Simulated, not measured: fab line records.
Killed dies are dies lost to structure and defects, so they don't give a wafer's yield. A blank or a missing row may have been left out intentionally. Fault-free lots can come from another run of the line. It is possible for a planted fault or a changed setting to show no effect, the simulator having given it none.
Which tool did it? :: flow sky130 :: Sampling: 11 lots, 33 wafers, 5 of 708 route steps

## WHAT EACH GAUGE READ, for each wafer
SKY_VIA2_CD_MEAS_12 targets a cd of 200 nm.
lot: L912
measured: day 36 21:44
on: cd_sem-01
cd_nm (nm): 199.9 202.1 201.0

lot: L914
measured: day 37 11:43
on: cd_sem-02
cd_nm (nm): 200.7 200.4 198.7

lot: L913
measured: day 37 16:47
on: cd_sem-01
cd_nm (nm): 201.8 200.8 201.1

lot: L915
measured: day 37 21:03
on: cd_sem-01
cd_nm (nm): 197.8 197.5 199.0

lot: L919
measured: day 38 15:02
on: cd_sem-02
cd_nm (nm): 199.7 200.3 199.0

lot: L921
measured: day 39 05:05
on: cd_sem-02
cd_nm (nm): 198.1 199.9 200.3

lot: L924
measured: day 40 05:06
on: cd_sem-01
cd_nm (nm): 201.5 200.9 200.8

lot: L927
measured: day 40 17:42
on: cd_sem-01
cd_nm (nm): 198.3 198.9 198.6

lot: L930
measured: day 41 19:15
on: cd_sem-01
cd_nm (nm): 197.7 198.1 199.4

lot: L933
measured: day 42 11:22
on: cd_sem-01
cd_nm (nm): 200.4 199.8 200.3

lot: L934
measured: day 42 16:08
on: cd_sem-02
cd_nm (nm): 202.7 200.9 199.9

SKY_VIA3_BOW_MEAS_03.
lot: L912
measured: day 39 03:12
on: film_metro-04
VIA3_BOW (um): 90 86 81

lot: L914
measured: day 39 16:38
on: film_metro-04
VIA3_BOW (um): 77 86 76

lot: L913
measured: day 39 21:57
on: film_metro-03
VIA3_BOW (um): 99 91 82

lot: L915
measured: day 40 01:25
on: film_metro-01
VIA3_BOW (um): 74 79 88

lot: L919
measured: day 40 19:15
on: film_metro-01
VIA3_BOW (um): 96 81 83

lot: L921
measured: day 41 10:13
on: film_metro-01
VIA3_BOW (um): 78 66 63

lot: L924
measured: day 42 09:36
on: film_metro-04
VIA3_BOW (um): 77 82 77

lot: L927
measured: day 42 21:27
on: film_metro-03
VIA3_BOW (um): 66 78 94

lot: L930
measured: day 43 21:17
on: film_metro-01
VIA3_BOW (um): 75 86 82

lot: L933
measured: day 44 13:14
on: film_metro-03
VIA3_BOW (um): 71 71 93

lot: L934
measured: day 44 18:46
on: film_metro-04
VIA3_BOW (um): 77 71 76

SKY_VIA3_CD_MEAS_12 targets a cd of 200 nm.
lot: L912
measured: day 40 03:39
on: cd_sem-02
cd_nm (nm): 200.0 199.9 200.9

lot: L914
measured: day 40 16:32
on: cd_sem-02
cd_nm (nm): 201.1 202.9 201.9

lot: L913
measured: day 40 22:09
on: cd_sem-01
cd_nm (nm): 200.2 200.6 198.9

lot: L915
measured: day 41 01:28
on: cd_sem-01
cd_nm (nm): 200.5 200.0 201.0

lot: L919
measured: day 41 18:34
on: cd_sem-02
cd_nm (nm): 201.4 200.0 200.2

lot: L921
measured: day 42 09:58
on: cd_sem-02
cd_nm (nm): 199.3 199.7 199.0

lot: L924
measured: day 43 08:17
on: cd_sem-02
cd_nm (nm): 138.0 193.5 168.2

lot: L927
measured: day 43 20:39
on: cd_sem-02
cd_nm (nm): 171.9 192.4 151.7

lot: L930
measured: day 44 19:50
on: cd_sem-01
cd_nm (nm): 199.4 198.8 199.4

lot: L933
measured: day 45 11:17
on: cd_sem-01
cd_nm (nm): 201.0 198.9 199.2

lot: L934
measured: day 45 17:04
on: cd_sem-02
cd_nm (nm): 200.2 200.6 200.7

## WHAT TOOL EACH LOT RAN ON (gives the tool, then ch and the chambers of the sampled wafers, and finally the start)
lot: L912
SKY_VIA1_CMP_24: cmp-02 ch 1,3, day 34 16:39
SKY_VIA3_EXPOSE_09: krf_scanner-02 ch 0, day 39 15:51

lot: L914
SKY_VIA1_CMP_24: cmp-02 ch 0,1,3, day 35 07:27
SKY_VIA3_EXPOSE_09: krf_scanner-01 ch 0, day 40 04:44

lot: L913
SKY_VIA1_CMP_24: cmp-02 ch 0,2,3, day 35 10:53
SKY_VIA3_EXPOSE_09: krf_scanner-01 ch 0, day 40 10:27

lot: L915
SKY_VIA1_CMP_24: cmp-01 ch 1,3, day 35 15:11
SKY_VIA3_EXPOSE_09: krf_scanner-02 ch 0, day 40 13:52

lot: L919
SKY_VIA1_CMP_24: cmp-02 ch 1,2, day 36 10:10
SKY_VIA3_EXPOSE_09: krf_scanner-02 ch 0, day 41 06:48

lot: L921
SKY_VIA1_CMP_24: cmp-01 ch 1,2,3, day 37 02:50
SKY_VIA3_EXPOSE_09: krf_scanner-02 ch 0, day 41 22:19

lot: L924
SKY_VIA1_CMP_24: cmp-01 ch 1,2,3, day 38 02:26
SKY_VIA3_EXPOSE_09: krf_scanner-02 ch 0, day 42 21:17

lot: L927
SKY_VIA1_CMP_24: cmp-01 ch 1,2,3, day 38 14:50
SKY_VIA3_EXPOSE_09: krf_scanner-02 ch 0, day 43 09:08

lot: L930
SKY_VIA1_CMP_24: cmp-02 ch 1,2,3, day 39 17:02
SKY_VIA3_EXPOSE_09: krf_scanner-01 ch 0, day 44 09:00

lot: L933
SKY_VIA1_CMP_24: cmp-01 ch 1,2,3, day 40 10:13
SKY_VIA3_EXPOSE_09: krf_scanner-01 ch 0, day 45 00:42

lot: L934
SKY_VIA1_CMP_24: cmp-01 ch 0,1, day 40 14:10
SKY_VIA3_EXPOSE_09: krf_scanner-01 ch 0, day 45 06:09
- SKY_VIA1_CMP_24: polishes, stops on SiO2, t overpolish 15 s, target thk 0 nm.
- SKY_VIA3_EXPOSE_09: exposes mask VIM3, target cd 200 nm.

## WHAT THE TOOLS THEMSELVES READ (means of the sampled wafers that have a number; where no wafer has one, the mark that the record gives instead)
SKY_VIA1_CMP_24.
lot: L912
tool: cmp-02
motor_current_A (A): 10.2
overpolish_run_s (s): 15.006
retaining_ring_pressure_frac: 1.001
time_to_endpoint_s (s): 63.6

lot: L914
tool: cmp-02
motor_current_A (A): 10.0
overpolish_run_s (s): 15.003
retaining_ring_pressure_frac: 1.000
time_to_endpoint_s (s): 62.9

lot: L913
tool: cmp-02
motor_current_A (A): 10.4
overpolish_run_s (s): 15.007
retaining_ring_pressure_frac: 1.002
time_to_endpoint_s (s): 60.6

lot: L915
tool: cmp-01
motor_current_A (A): 11.5
overpolish_run_s (s): 15.001
retaining_ring_pressure_frac: 0.997
time_to_endpoint_s (s): 64.6

lot: L919
tool: cmp-02
motor_current_A (A): 11.1
overpolish_run_s (s): 14.997
retaining_ring_pressure_frac: 1.002
time_to_endpoint_s (s): 66.7

lot: L921
tool: cmp-01
motor_current_A (A): 11.4
overpolish_run_s (s): 15.000
retaining_ring_pressure_frac: 1.002
time_to_endpoint_s (s): 64.7

lot: L924
tool: cmp-01
motor_current_A (A): 11.2
overpolish_run_s (s): 14.995
retaining_ring_pressure_frac: 1.003
time_to_endpoint_s (s): 65.8

lot: L927
tool: cmp-01
motor_current_A (A): 11.0
overpolish_run_s (s): 15.004
retaining_ring_pressure_frac: 0.996
time_to_endpoint_s (s): 63.6

lot: L930
tool: cmp-02
motor_current_A (A): 10.7
overpolish_run_s (s): 14.992
retaining_ring_pressure_frac: 0.997
time_to_endpoint_s (s): 64.8

lot: L933
tool: cmp-01
motor_current_A (A): 11.2
overpolish_run_s (s): 15.001
retaining_ring_pressure_frac: 1.000
time_to_endpoint_s (s): 70.5

lot: L934
tool: cmp-01
motor_current_A (A): 10.7
overpolish_run_s (s): 14.997
retaining_ring_pressure_frac: 1.002
time_to_endpoint_s (s): 71.3

SKY_VIA3_EXPOSE_09.
lot: L912
tool: krf_scanner-02
exposure_dose_mJ_cm2: 37.93
focus_offset_nm (nm): -0.2

lot: L914
tool: krf_scanner-01
exposure_dose_mJ_cm2: 37.91
focus_offset_nm (nm): 0.1

lot: L913
tool: krf_scanner-01
exposure_dose_mJ_cm2: 37.90
focus_offset_nm (nm): 0.1

lot: L915
tool: krf_scanner-02
exposure_dose_mJ_cm2: 37.94
focus_offset_nm (nm): 0.6

lot: L919
tool: krf_scanner-02
exposure_dose_mJ_cm2: 37.92
focus_offset_nm (nm): 0.3

lot: L921
tool: krf_scanner-02
exposure_dose_mJ_cm2: 37.91
focus_offset_nm (nm): -0.5

lot: L924
tool: krf_scanner-02
exposure_dose_mJ_cm2: 39.64
focus_offset_nm (nm): 0.0

lot: L927
tool: krf_scanner-02
exposure_dose_mJ_cm2: 41.08
focus_offset_nm (nm): -0.3

lot: L930
tool: krf_scanner-01
exposure_dose_mJ_cm2: 37.91
focus_offset_nm (nm): 0.3

lot: L933
tool: krf_scanner-01
exposure_dose_mJ_cm2: 37.85
focus_offset_nm (nm): -0.9

lot: L934
tool: krf_scanner-01
exposure_dose_mJ_cm2: 37.89
focus_offset_nm (nm): -0.4

## THE ANSWER, worked out from the rows above alone
Rule: the lots themselves supply what counts as usual. The widest of any qualifying gaps counts: lots, ordered by their means at a reading, are off when they make up no more than a third of the lots, leave a main group of 4 or more, and stand apart from it by 3 or more times the standard deviation of that group's means. A main group whose means are all the same, to the digits that the tables above print for the reading, isn't used. Also off: a lot with no number at a reading for which 4 or more lots have one. All remaining lots with rows at the step are treated as sound. Order of review: gauges by route order, followed by the tools' own readings, for which a lot's mean as printed above is used. The first step at which some lot is off is used, and at that step the reading that is off furthest; a lot without a number counts as furthest.
Off, at SKY_VIA3_CD_MEAS_12 on cd_nm: L924, L927. The main group has a mean of 200.2 nm with a standard deviation of 0.78.
A tool fits if, at a process step before that reading, it ran every lot that is off, and no sound lot after the first of them. Not tried: the gauges at SKY_VIA3_CD_MEAS_12; whatever is off there is also off at SKY_VIA3_EXPOSE_09, on other tools, and gauge error can't account for it. One fits: krf_scanner-02 at SKY_VIA3_EXPOSE_09. A fault onset in the window from L921 (day 41 22:19, its last sound lot) to L924 (day 42 21:17, its first lot off) fits.
The tool's own readings at SKY_VIA3_EXPOSE_09 bear it out: on the lots that are off they differ by more than 5 times the standard deviation of the sound lots' means. exposure_dose_mJ_cm2 reads 40.36 there against 37.91 on the sound lots.

## WHAT WAS PUT IN BY THE SIMULATOR
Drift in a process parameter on krf_scanner-02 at SKY_VIA3_EXPOSE_09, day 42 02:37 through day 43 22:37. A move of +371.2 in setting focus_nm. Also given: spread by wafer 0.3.
Shown lots that were struck: L924, L927. This agrees with what the rule above found.
